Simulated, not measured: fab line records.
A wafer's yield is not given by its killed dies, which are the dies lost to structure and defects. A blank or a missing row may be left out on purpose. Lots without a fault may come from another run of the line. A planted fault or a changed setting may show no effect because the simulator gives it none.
Matching of chambers | flow gf180mcu | cmp-02 running GF_V5_CMP_04: 4 sister chambers
The step polishes SiO2. 8 wafers are shown with their chamber, then 8 later ones without.

== WAFERS PAIRED WITH THEIR CHAMBERS ==
wafer  | chamber | motor-current-A (A)
L081.2 | 1       | 11.9
L081.3 | 0       | 12.9
L083.4 | 2       | 14.6
L083.5 | 1       | 11.6
L086.1 | 3       | 12.2
L086.4 | 0       | 12.4
L086.5 | 3       | 12.1
L088.3 | 2       | 14.7

== WAFERS WHOSE CHAMBER IS MISSING ==
wafer  | motor-current-A (A)
L088.4 | 12.5
L088.6 | 12.1
L094.2 | 12.3
L094.5 | 13.7
L094.6 | 11.8
L097.1 | 12.8
L097.4 | 14.1
L097.6 | 12.0

== EACH ONE'S CHAMBER ==
wafer  | from the rows above          | in truth
L088.4 | can't be placed: 0 or 3      | 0
L088.6 | can't be placed: 3 or 1      | 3
L094.2 | can't be placed: 3 or 0 or 1 | 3
L094.5 | can't be placed: 2 or 0      | 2
L094.6 | can't be placed: 1 or 3      | 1
L097.1 | 0                            | 0
L097.4 | 2                            | 2
L097.6 | can't be placed: 3 or 1      | 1
Correct placement for 2 of the 8. From these rows, 6 cannot be placed; in 6 the true chamber is one of the candidates. Wrongly placed: 0.
How it was worked out, from the rows above alone: a wafer's distance from a chamber is the root of the sum, over the readings, of the square of ((its reading less the chamber's mean) divided by the reading's scatter). The wafer belongs to the nearest chamber; if the next one is less than 2 further off, it can't be placed. For every chamber, the mean is computed from those of its wafers that are shown. How the scatter is found: for the shown wafers, subtract from each reading the mean of its chamber, square and add these, divide the total by (wafers less chambers), then take the root.
